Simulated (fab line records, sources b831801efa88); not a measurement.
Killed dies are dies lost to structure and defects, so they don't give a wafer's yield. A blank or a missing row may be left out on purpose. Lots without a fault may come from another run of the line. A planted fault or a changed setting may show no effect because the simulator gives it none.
Which tool did it? | flow gf180mcu | 14 lots, 42 wafers sampled, at 4 steps of a route of 602

WHAT THE GAUGES READ, wafer by wafer
GF_STI_THK_MEAS_30. Usual: STI_OXIDATION_02_THK 9.95 nm, standard deviation 0.17.
lot  | measured    | on            | STI_OXIDATION_02_THK (nm) | flag
L502 | day 2 09:00 | film_metro-02 | 9.92 9.94 10.01           |
L504 | day 2 20:16 | film_metro-02 | 9.88 9.97 9.89            |
L503 | day 2 20:17 | film_metro-01 | 9.85 9.88 10.09           |
L505 | day 3 03:09 | film_metro-04 | 10.03 10.11 10.10         |
L506 | day 3 06:46 | film_metro-01 | 10.46 10.29 10.40         |
L507 | day 3 09:39 | film_metro-04 | 9.89 9.90 9.98            |
L509 | day 3 22:57 | film_metro-01 | 9.91 9.88 9.82            |
L510 | day 4 00:55 | film_metro-02 | 10.03 10.08 9.94          |
L513 | day 4 17:53 | film_metro-01 | 9.71 9.93 9.91            |
L517 | day 5 11:28 | film_metro-04 | 10.06 9.99 10.02          |
L521 | day 6 08:08 | film_metro-01 | 10.05 10.19 9.97          |
L522 | day 6 13:15 | film_metro-04 | 10.07 10.01 10.07         |
L523 | day 6 18:08 | film_metro-02 | 9.97 9.98 9.94            |
L525 | day 7 04:41 | film_metro-01 | 9.87 10.05 10.04          |

GF_VT_IMPLANT_OVL_MEAS_40. Usual: VT_IMPLANT_03_OVL 1.0 nm, standard deviation 1.4.
lot  | measured     | on         | VT_IMPLANT_03_OVL (nm) | flag
L502 | day 7 17:25  | overlay-02 | 1.5 -0.4 1.6           |
L504 | day 8 07:07  | overlay-01 | -2.5 -1.2 -2.4         |
L503 | day 8 05:41  | overlay-02 | 0.4 1.5 1.3            |
L505 | day 8 14:59  | overlay-01 | 3.7 2.6 1.1            |
L506 | day 8 19:25  | overlay-02 | 0.4 -0.1 -0.4          |
L507 | day 9 01:17  | overlay-01 | 0.6 -0.2 -0.2          |
L509 | day 9 18:10  | overlay-02 | 2.4 2.9 2.1            |
L510 | day 9 21:04  | overlay-01 | 2.6 1.2 0.7            |
L513 | day 10 16:39 | overlay-01 | 3.2 3.2 3.4            |
L517 | day 11 16:37 | overlay-02 | 2.4 2.1 2.5            |
L521 | day 12 19:31 | overlay-01 | 1.4 0.3 2.1            |
L522 | day 13 02:19 | overlay-01 | -0.3 2.1 0.6           |
L523 | day 13 10:08 | overlay-02 | 0.2 0.0 -1.0           |
L525 | day 13 21:35 | overlay-02 | 0.8 0.8 0.6            |

GF_POLY_GATE_CD_MEAS_18. Usual: cd_nm 280.9 nm, standard deviation 2.2.
lot  | measured     | on        | cd_nm (nm)        | flag
L502 | day 9 10:54  | cd_sem-01 | 280.9 281.5 281.1 |
L504 | day 10 03:08 | cd_sem-01 | 281.2 280.8 283.7 |
L503 | day 10 00:32 | cd_sem-01 | 278.1 275.5 279.9 |
L505 | day 10 08:34 | cd_sem-01 | 278.5 280.9 281.0 |
L506 | day 10 13:58 | cd_sem-01 | 277.6 280.3 281.0 |
L507 | day 10 20:00 | cd_sem-01 | 280.2 278.6 281.4 |
L509 | day 11 16:22 | cd_sem-01 | 282.0 279.3 278.5 |
L510 | day 11 21:00 | cd_sem-01 | 285.9 281.6 280.2 |
L513 | day 12 14:08 | cd_sem-02 | 280.0 280.1 278.9 |
L517 | day 13 16:04 | cd_sem-02 | 286.4 283.2 280.8 |
L521 | day 14 21:28 | cd_sem-02 | 280.6 279.4 280.5 |
L522 | day 15 03:37 | cd_sem-01 | 279.5 281.4 281.6 |
L523 | day 15 13:22 | cd_sem-01 | 282.0 280.7 280.1 |
L525 | day 15 23:20 | cd_sem-02 | 281.6 279.2 282.6 |

WHICH TOOL RAN EACH LOT (tool, then ch and the chambers of the sampled wafers, then the start)
lot  | GF_DNWELL_IMPLANT_07
L502 | implanter-01 ch 0, day 2 21:16
L504 | implanter-01 ch 0, day 3 08:34
L503 | implanter-04 ch 0, day 3 08:14
L505 | implanter-03 ch 0, day 3 16:02
L506 | implanter-04 ch 0, day 3 19:35
L507 | implanter-04 ch 0, day 3 23:29
L509 | implanter-04 ch 0, day 4 11:53
L510 | implanter-04 ch 0, day 4 14:02
L513 | implanter-01 ch 0, day 5 07:43
L517 | implanter-01 ch 0, day 6 01:57
L521 | implanter-03 ch 0, day 6 22:54
L522 | implanter-03 ch 0, day 7 04:02
L523 | implanter-03 ch 0, day 7 10:08
L525 | implanter-03 ch 0, day 7 20:29
- GF_DNWELL_IMPLANT_07

WHAT THE TOOLS THEMSELVES READ (means of the sampled wafers that have a number; where no wafer has one, the mark that the record gives instead)
GF_DNWELL_IMPLANT_07. Usual: beam_energy_keV 1500.1, standard deviation 0.45; dose_ions_cm2 1.0001e+13, standard deviation 1.1e+10.
lot  | tool         | beam_energy_keV | dose_ions_cm2 | flag
L502 | implanter-01 | 1500.0          | 9.9853e+12    |
L504 | implanter-01 | 1499.7          | 9.9837e+12    |
L503 | implanter-04 | 1499.6          | 1.0002e+13    |
L505 | implanter-03 | 1500.3          | 1.0004e+13    |
L506 | implanter-04 | 1500.7          | 9.9930e+12    |
L507 | implanter-04 | 1500.3          | 1.0000e+13    |
L509 | implanter-04 | 1500.0          | 1.0007e+13    |
L510 | implanter-04 | 1500.3          | 1.0007e+13    |
L513 | implanter-01 | 1319.2          | 1.0007e+13    | OFF
L517 | implanter-01 | 1320.4          | 1.0009e+13    | OFF
L521 | implanter-03 | 1500.2          | 9.9867e+12    |
L522 | implanter-03 | 1500.0          | 9.9960e+12    |
L523 | implanter-03 | 1499.7          | 1.0022e+13    |
L525 | implanter-03 | 1500.5          | 1.0006e+13    |

THE ANSWER, worked out from the rows above alone
Rule: a lot is off if the mean of its wafers that have a number lies more than 3 standard deviations from the usual mean. A lot without any number at a reading at which 4 lots or more have one is off too. The other lots that the step has rows for count as sound. The gauges are gone through in route order, then the tools' own readings, and for those a lot's mean is taken as printed above. The first step at which some lot is off is used, and at that step the reading that is off furthest; a lot without a number counts as furthest.
Off: L513, L517, at GF_DNWELL_IMPLANT_07 (beam_energy_keV).
A tool fits if, at that step or a process step before it, it ran every lot that is off, and no sound lot after the first of them. One fits: implanter-01 at GF_DNWELL_IMPLANT_07. Its last sound lot is L504 (day 3 08:34), its first lot that is off L513 (day 5 07:43): a fault that began between those two fits.
The tool's own readings at GF_DNWELL_IMPLANT_07 bear it out: on the lots that are off they differ by more than 5 times the standard deviation of the sound lots' means. beam_energy_keV reads 1319.8 there against 1500.1 on the sound lots.

WHAT THE SIMULATOR HAD PUT IN
Process parameter drift: implanter-01, from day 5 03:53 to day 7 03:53, at GF_DNWELL_IMPLANT_07. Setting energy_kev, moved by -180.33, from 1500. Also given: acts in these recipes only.
Lots struck among those shown: L513, L517. The rule above found the same.
